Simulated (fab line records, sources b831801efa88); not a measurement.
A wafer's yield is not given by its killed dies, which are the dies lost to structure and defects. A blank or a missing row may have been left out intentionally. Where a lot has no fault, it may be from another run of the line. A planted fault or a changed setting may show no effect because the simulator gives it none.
One fault seen from 2 desks :: flow gf180mcu :: only its own numbers are on each desk; what lay behind them is given at the end

AT THE TOOL OWNER'S DESK: pecvd-01
The tool's own readings at GF_SAB_CVD_00 (deposits SiO2 from TEOS, target thk 50 nm, time 4.9302 s): means of the sampled wafers that have a number, for each lot that ran on this tool. If a lot's mean is further than 4 standard deviations from the usual mean, the lot is out of limits and carries the mark OUT (the distance appears in the brackets).
Columns: A = heater power outer w at GF_SAB_CVD_00, usual 356 W; B = heater power w at GF_SAB_CVD_00, usual 635 W; C = rf fwd power W at GF_SAB_CVD_00, usual 588 W
lot: L844
first seen here: day 15 00:02
A: 311
B: 580
C: 586

lot: L846
first seen here: day 16 02:34
A: 306
B: 567
C: 585

lot: L849
first seen here: day 16 21:43
A: 321
B: 604
C: 589

lot: L853
first seen here: day 18 06:19
A: 337
B: 607
C: 562 (-8.0) OUT

lot: L856
first seen here: day 19 07:37
A: 322
B: 606
C: 539 (-15) OUT

lot: L865
first seen here: day 22 19:25
A: 260
B: 512
C: 586
Finding of this desk: L853, L856 out of limits; the first was L853 at day 18 06:19, on rf fwd power W at GF_SAB_CVD_00. L844, L846, L849, L865 stayed within limits.

AT THE METROLOGY DESK
What the gauges read, lot by lot, whatever tool the lot ran on: means of the sampled wafers that have a number. If a lot's mean is further than 4 standard deviations from the usual mean, the lot is out of limits and carries the mark OUT (the distance appears in the brackets).
Columns: A = SAB_OVL at GF_SAB_OVL_MEAS_10, usual -1.7 nm
lot: L842
first seen here: day 15 03:19
A: -0.7

lot: L843
first seen here: day 15 07:56
A: -2.3

lot: L844
first seen here: day 15 21:25
A: -0.8

lot: L845
first seen here: day 16 04:36
A: -3.0

lot: L846
first seen here: day 17 00:09
A: -3.0

lot: L847
first seen here: day 17 12:00
A: -1.7

lot: L849
first seen here: day 17 20:10
A: -3.0

lot: L852
first seen here: day 18 21:50
A: -0.7

lot: L853
first seen here: day 19 06:27
A: -2.2

lot: L856
first seen here: day 20 07:41
A: -1.4

lot: L858
first seen here: day 20 23:09
A: -3.9

lot: L859
first seen here: day 21 08:15
A: 0.1

lot: L864
first seen here: day 22 21:51
A: -0.1

lot: L865
first seen here: day 23 17:46
A: -1.0
Result from this desk: across the 14 lots, nothing is out of limits.

TAKEN TOGETHER
The tool owner's desk could have raised an alarm at day 18 06:19, on L853, L856.
The metrology desk saw nothing out of limits.
The metrology desk holds a record of L853, L856, inside its limits.
On pecvd-01, each named lot ran GF_SAB_CVD_00.

WHAT HAD BEEN PUT IN BY THE SIMULATOR
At GF_SAB_CVD_00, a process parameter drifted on pecvd-01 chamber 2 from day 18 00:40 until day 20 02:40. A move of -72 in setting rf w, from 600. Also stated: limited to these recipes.
Struck lots among those shown: L853, L856.
Time in hours from fault onset to the first out-of-limits reading at each desk: the tool owner's desk, 6.
